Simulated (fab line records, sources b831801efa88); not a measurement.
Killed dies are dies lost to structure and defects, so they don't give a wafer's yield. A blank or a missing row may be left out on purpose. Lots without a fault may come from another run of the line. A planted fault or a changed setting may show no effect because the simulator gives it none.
Problem report in the 8D (eight disciplines) form, filled by code | flow gf180mcu | the parts of the form that need people (team, actions taken, sign-off) are left out

1. THE PROBLEM
heater_power_total_W at GF_POLY_GATE_PEB_08 reads a mean of 90.03 W on 1 wafer of 1 lot; wafers without a fault read 85.69 W with a standard deviation of 0.085. That is +51 standard deviations from the usual mean.
The step: peb time 90 s.
First seen on wafer L251.2, day 12 15:55, on litho_track-03. The record holds 35 wafers of 12 lots with a number at this step. Rule for "out", or "out of limits": more than 4 standard deviations from the usual mean. The other wafers with a number count as sound.

2. WHAT IT IS AND WHAT IT IS NOT
question                    | is                   | is not
which readings at this step | heater_power_total_W | -
which lots                  | L251                 | L240, L241, L242, L243, L246, L254, L256, L259, L261, L262, L263
which wafers of those lots  | L251.2               | L251.1
read on which tools         | litho_track-03       | litho_track-01, litho_track-04
when                        | from day 12 15:55    | up to then (16 sound wafers); but 18 sound wafers of L254, L256, L259, L261, L262, L263 came after

3. SUSPECTS, AND WHAT RULES EACH OUT
Counting: a tool at a process step up to the reading stays a suspect if it ran every lot that is out. Sound lots after the first of them don't rule it out here, since some wafers of a struck lot are sound.
- litho_track-03 at GF_POLY_GATE_PEB_08 (peb time 90 s): kept. It ran the lot that is out, L251 (day 12 15:55); its last sound lot up to then is L242 (day 9 16:16). Its own readings are out on those wafers: heater_power_total_W.
Left after counting: litho_track-03 at GF_POLY_GATE_PEB_08.

4. THE CAUSE (what the simulator had put in)
Process parameter drift: litho_track-03, from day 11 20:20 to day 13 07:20, at GF_POLY_GATE_PEB_08. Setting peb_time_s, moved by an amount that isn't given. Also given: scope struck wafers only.
Counting left only this tool.

5. THE CHAIN OF EFFECTS, in route order
Each row: a reading whose mean over the struck wafers that have a number lies more than 3 standard deviations from the usual. Only readings for which the record gives a usual standard deviation are gone through. hours: the time from each lot's start at the first step in this table that gives one to its start at this step, as a median over the lots. sigmas: the change in usual standard deviations.
hours | step                    | reading              | usual   | on struck wafers | change | sigmas
0     | GF_POLY_GATE_PEB_08     | heater_power_total_W | 85.69 W | 90.03            | +4.34  | +51
474   | GF_PASSIVATION_PROBE_99 | killed_open          | 26      | 10               | -16    | -3.0
The process steps in it:
- GF_POLY_GATE_PEB_08: peb time 90 s.
- GF_PASSIVATION_PROBE_99

6. WHAT WOULD HAVE CAUGHT IT SOONER
In this record the first reading out of limits was taken at day 12 15:55, 20 hours after the fault began at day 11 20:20.
